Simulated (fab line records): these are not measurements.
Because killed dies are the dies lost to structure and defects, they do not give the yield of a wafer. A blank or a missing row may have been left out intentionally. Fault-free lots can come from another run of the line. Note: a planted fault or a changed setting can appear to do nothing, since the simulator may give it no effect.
What tool caused it? ; flow sky130 ; 13 lots, 39 wafers sampled, at 4 steps of a route of 708

== WHAT THE GAUGES SHOWED, per wafer ==
SKY_POLY_GATE_THK_MEAS_21. Usual: POLY_GATE_OXIDATION_THK typically reads 3.97 nm, with standard deviation 0.085.
lot;measured;on;POLY_GATE_OXIDATION_THK (nm);flag
L343;day 16 10:47;film_metro-04;3.72 3.82 3.85;
L344;day 16 16:30;film_metro-03;4.02 4.06 4.02;
L345;day 17 08:29;film_metro-04;4.01 3.95 3.91;
L347;day 18 00:36;film_metro-03;3.97 4.00 3.97;
L348;day 18 03:24;film_metro-04;3.90 3.83 3.93;
L349;day 18 20:24;film_metro-04;4.00 3.93 3.99;
L352;day 19 19:38;film_metro-02;3.98 3.87 3.98;
L359;day 22 07:05;film_metro-04;4.13 4.17 4.11;
L360;day 22 19:53;film_metro-03;4.04 3.98 3.91;
L363;day 23 21:20;film_metro-02;4.03 4.09 3.98;
L364;day 24 03:31;film_metro-04;3.99 4.02 4.01;
L365;day 24 14:50;film_metro-04;3.98 3.92 3.99;
L366;day 25 02:50;film_metro-03;3.94 4.09 4.02;

SKY_SD_N_CD_MEAS_07: target cd 380 nm. Usual: cd_nm at 379.7 nm, with a standard deviation of 2.6.
lot;measured;on;cd_nm (nm);flag
L343;day 27 21:02;cd_sem-01;377.8 379.5 378.7;
L344;day 28 00:40;cd_sem-02;375.3 376.5 374.9;
L345;day 28 18:14;cd_sem-01;380.5 379.8 382.0;
L347;day 29 07:54;cd_sem-01;382.7 381.7 380.9;
L348;day 29 11:13;cd_sem-02;381.9 382.9 383.0;
L349;day 30 02:55;cd_sem-01;332.1 335.0 334.0;OFF
L352;day 31 01:35;cd_sem-02;382.1 382.5 381.4;
L359;day 33 07:05;cd_sem-02;380.0 379.6 382.0;
L360;day 33 17:33;cd_sem-02;383.5 381.9 383.8;
L363;day 34 16:02;cd_sem-02;381.2 381.5 382.2;
L364;day 34 23:19;cd_sem-02;378.4 379.1 376.9;
L365;day 35 07:01;cd_sem-02;376.7 376.9 378.1;
L366;day 35 18:42;cd_sem-01;377.0 374.7 373.4;

== EACH LOT AND THE TOOL THAT RAN IT (in order: tool; ch and the chambers of the sampled wafers; start) ==
lot;SKY_LDD_LDN_STRIP_12;SKY_SD_N_EXPOSE_04
L343;plasma_asher-04 ch 0,1, day 22 19:01;iline_stepper-02 ch 0, day 27 07:00
L344;plasma_asher-04 ch 0,1, day 23 00:45;iline_stepper-01 ch 0, day 27 10:49
L345;plasma_asher-02 ch 0,1, day 23 18:42;iline_stepper-01 ch 0, day 28 03:56
L347;plasma_asher-02 ch 0,1, day 24 09:28;iline_stepper-01 ch 0, day 28 17:55
L348;plasma_asher-02 ch 0,1, day 24 13:38;iline_stepper-01 ch 0, day 28 21:34
L349;plasma_asher-03 ch 0,1, day 25 05:43;iline_stepper-02 ch 0, day 29 12:46
L352;plasma_asher-04 ch 0,1, day 26 03:25;iline_stepper-02 ch 0, day 30 11:29
L359;plasma_asher-03 ch 0,1, day 28 12:31;iline_stepper-01 ch 0, day 32 18:40
L360;plasma_asher-04 ch 0,1, day 28 23:55;iline_stepper-02 ch 0, day 33 04:40
L363;plasma_asher-02 ch 0,1, day 30 01:49;iline_stepper-02 ch 0, day 34 02:43
L364;plasma_asher-03 ch 0,1, day 30 08:46;iline_stepper-01 ch 0, day 34 10:13
L365;plasma_asher-04 ch 0,1, day 30 17:10;iline_stepper-02 ch 0, day 34 18:32
L366;plasma_asher-04 ch 0,1, day 31 05:04;iline_stepper-02 ch 0, day 35 05:56
- SKY_LDD_LDN_STRIP_12: strips in O2/N2.
- SKY_SD_N_EXPOSE_04: exposes mask NSDM, target cd 380 nm.

== AS READ BY THE TOOLS THEMSELVES (means over the sampled wafers that have a number; for cases with no such wafer, the mark the record gives instead) ==
SKY_LDD_LDN_STRIP_12. Usual: drypump_motor_current_A 5.7 A, standard deviation 0.5; o2_flow_sccm 3000 sccm, standard deviation 8.1; oes_product_au 0.716 a.u., standard deviation 0.0051; strip_time_to_endpoint_s 14.20 s, standard deviation 0.037.
lot;tool;drypump_motor_current_A (A);o2_flow_sccm (sccm);oes_product_au (a.u.);strip_time_to_endpoint_s (s);flag
L343;plasma_asher-04;5.1;2989;0.707;14.16;
L344;plasma_asher-04;5.2;2993;0.716;14.16;
L345;plasma_asher-02;6.0;3003;0.718;14.20;
L347;plasma_asher-02;6.0;3000;0.711;14.22;
L348;plasma_asher-02;6.0;3001;0.709;14.19;
L349;plasma_asher-03;6.3;3002;0.715;14.19;
L352;plasma_asher-04;5.2;3001;0.717;14.19;
L359;plasma_asher-03;6.3;3006;0.712;14.14;
L360;plasma_asher-04;5.1;3007;0.713;14.22;
L363;plasma_asher-02;6.0;3001;0.717;14.22;
L364;plasma_asher-03;6.3;2993;0.721;14.20;
L365;plasma_asher-04;5.2;3001;0.720;14.23;
L366;plasma_asher-04;5.2;2990;0.709;14.23;

== THE ANSWER, worked out from the rows above alone ==
Rule: lot off if the mean of its wafers having a number is beyond 3 standard deviations from the usual mean. A lot without any number at a reading at which 4 lots or more have one is off too. The other lots that the step has rows for count as sound. After the gauges, taken in route order, come the tools' own readings; for these a lot's mean is taken, as printed above. At the first step where some lot is off, the reading lying furthest off is the one used; lots without a number count as furthest.
Off: L349, at SKY_SD_N_CD_MEAS_07 (cd_nm).
If a tool, at a process step before that reading, ran all the lots that are off and no sound lot after the first of them, it fits. Gauges at SKY_SD_N_CD_MEAS_07: tried the same way as those tools. None of those tried fits.

== WHAT THE SIMULATOR PUT IN ==
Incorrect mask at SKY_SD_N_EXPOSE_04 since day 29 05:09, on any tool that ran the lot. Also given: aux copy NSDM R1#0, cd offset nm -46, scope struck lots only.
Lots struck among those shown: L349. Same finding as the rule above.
